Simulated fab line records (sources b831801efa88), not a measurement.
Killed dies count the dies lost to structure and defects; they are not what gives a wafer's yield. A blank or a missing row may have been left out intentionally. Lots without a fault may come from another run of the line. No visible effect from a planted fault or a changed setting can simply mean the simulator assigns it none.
Chamber matching + flow sky130 + SKY_VIA1_ETCH_15 on rie diel-01: 4 sister chambers
The step etches SiO2 in C4F8/O2/Ar, stops on TiN, target depth 351 nm, time 54 s. 16 wafers are shown with their chamber, then 8 later ones without.

## EACH WAFER AND ITS CHAMBER
| wafer  | chamber | oes product au (a.u.) |
|--------|---------|-----------------------|
| L081.1 | 1       | 0.983                 |
| L081.2 | 3       | 0.973                 |
| L081.3 | 2       | 0.976                 |
| L081.4 | 0       | 0.984                 |
| L081.5 | 3       | 0.986                 |
| L081.6 | 0       | 0.975                 |
| L084.1 | 1       | 0.971                 |
| L084.2 | 0       | 0.979                 |
| L084.3 | 2       | 0.968                 |
| L084.4 | 3       | 0.986                 |
| L084.5 | 1       | 0.977                 |
| L084.6 | 0       | 0.980                 |
| L087.1 | 3       | 0.988                 |
| L087.2 | 0       | 0.984                 |
| L087.3 | 1       | 0.974                 |
| L087.4 | 2       | 0.988                 |

SIGNATURES (means of the wafers above)
| reading        | chamber 0 | chamber 1 | chamber 2 | chamber 3 | scatter within a chamber |
|----------------|-----------|-----------|-----------|-----------|--------------------------|
| oes product au | 0.98040   | 0.97625   | 0.97733   | 0.98325   | 0.00633                  |
Rule: a wafer's distance from a chamber is the root of the sum, over the readings, of the square of ((its reading less the chamber's mean) divided by the reading's scatter). If the next closest chamber is less than 2 further off than the closest, the wafer can't be placed; otherwise it belongs to the closest. The scatter: the root of (the sum of the squares of (reading less its chamber's mean) over the shown wafers, divided by (wafers less chambers)).

## WAFERS WITHOUT THEIR CHAMBER
| wafer  | oes product au (a.u.) |
|--------|-----------------------|
| L087.5 | 0.973                 |
| L087.6 | 0.979                 |
| L088.1 | 0.980                 |
| L088.2 | 0.981                 |
| L088.3 | 0.985                 |
| L088.4 | 0.983                 |
| L088.5 | 0.983                 |
| L088.6 | 0.983                 |

## THE CHAMBER EACH PASSED THROUGH
| wafer  | from the rows above               | in truth |
|--------|-----------------------------------|----------|
| L087.5 | can't be placed: 1 or 2 or 0 or 3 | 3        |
| L087.6 | can't be placed: 0 or 2 or 1 or 3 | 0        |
| L088.1 | can't be placed: 0 or 2 or 3 or 1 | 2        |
| L088.2 | can't be placed: 0 or 3 or 2 or 1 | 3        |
| L088.3 | can't be placed: 3 or 0 or 2 or 1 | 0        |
| L088.4 | can't be placed: 3 or 0 or 2 or 1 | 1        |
| L088.5 | can't be placed: 3 or 0 or 2 or 1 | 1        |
| L088.6 | can't be placed: 3 or 0 or 2 or 1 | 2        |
Correctly placed: 0 of 8. These rows do not allow placing 8 (true chamber among the candidates in 8). Number placed wrongly: 0.
